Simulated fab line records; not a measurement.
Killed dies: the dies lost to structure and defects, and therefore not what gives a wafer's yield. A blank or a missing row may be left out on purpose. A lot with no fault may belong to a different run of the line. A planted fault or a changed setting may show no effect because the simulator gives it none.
Struck lot and sound lot, side by side | flow sky130 | 18 steps out of a route of 708
Sound: the wafers L256.1, L256.2, L256.3. Wafers struck: L269.1, L269.2, L269.3. Last of all comes the cause.
For every step that has rows: the tool of each side, followed by ch and its chambers, followed by its first start. Under that, the readings that differ: sound wafers | struck wafers | difference of the means | sigmas: that difference in standard deviations of wafers without a fault.
alike: a reading whose means differ by less than 2 such deviations, as well as words and numbers matching on both sides. not compared: withheld readings; readings where some wafer has no value; bounds like >300 that might hide an equal value; numbers whose values overlap and for which the record gives no deviation.
A row with sigmas, a row that says differs or no value, or rows on one side alone: a step with any of these is where the two part. Non-overlapping numbers with no deviation appear without sigmas and do not part them. A reading that every wafer of one side lacks parts them only if that side has two wafers or more.

first, 4 steps without rows for these wafers: SKY_DNWELL_EXPOSE_04 (exposes mask DNM, target cd 3000 nm); SKY_DNWELL_PEB_05; SKY_DNWELL_DEVELOP_06 (develop time 60 s); SKY_DNWELL_IMPLANT_07.
SKY_DNWELL_STRIP_08: strips in O2/N2.
  sound on plasmaAsher-02 ch 0,1, day 3 21:34; struck on plasmaAsher-04 ch 0,1, day 6 21:55
  alike: drypumpMotorCurrentA, n2FlowSccm, oesProductAu, stripTimeToEndpointS
  not compared: rfHoursCounterH
SKY_DNWELL_TW_MEAS_09:
  struck on filmMetro-02, day 6 22:01; sound on filmMetro-02, day 3 21:40
  alike: DNWELL_TW
then, 6 steps without rows for these wafers: SKY_PWDE_DEHYDRATE_00 (time 60 s); SKY_PWDE_HMDS_01 (prime time 60 s); SKY_PWDE_COAT_02 (resist thk 3000 nm); SKY_PWDE_SOFTBAKE_03; SKY_PWDE_EXPOSE_04 (exposes mask PWDEM, target cd 840 nm); SKY_PWDE_PEB_05.
SKY_PWDE_DEVELOP_06: develop time 60 s.
  sound on lithoTrack-02 ch 0, day 4 14:00; struck on lithoTrack-03 ch 0, day 7 16:00
  alike: developerTempC
SKY_PWDE_OVL_MEAS_07:
  struck on overlay-01, day 7 16:38; sound on overlay-01, day 4 14:40
reading       | sound       | struck | difference                    | sigmas
PWDE_OVL (nm) | 0.6 2.0 0.1 | - - -  | no value on the struck wafers | 
next, for these wafers, 1 step has no rows: SKY_PWDE_IMPLANT_08.
SKY_PWDE_STRIP_09: strips in O2/N2.
  sound on plasmaAsher-01 ch 0,1, day 4 14:52; struck on plasmaAsher-03 ch 0,1, day 7 16:49
reading                  | sound       | struck      | difference | sigmas
drypumpMotorCurrentA (A) | 6.5 6.6 6.6 | 5.6 5.7 5.6 | -0.9       | -2
  alike: n2FlowSccm, oesProductAu, stripTimeToEndpointS
  not compared: rfHoursCounterH
SKY_PWDE_TW_MEAS_10:
  struck on filmMetro-03, day 7 16:55; sound on filmMetro-04, day 4 14:58
reading | sound             | struck         | difference | sigmas
PWDE_TW | 368.5 369.8 369.4 | 30.1 30.0 30.0 | -339.2     | -99 or more
then, 1 step without rows for these wafers: SKY_NWELL_DEHYDRATE_03 (time 60 s).

## WHERE THEY PART
First at SKY_PWDE_OVL_MEAS_07; last, within this record, at SKY_PWDE_TW_MEAS_10.

WHY: the cause the simulator had injected
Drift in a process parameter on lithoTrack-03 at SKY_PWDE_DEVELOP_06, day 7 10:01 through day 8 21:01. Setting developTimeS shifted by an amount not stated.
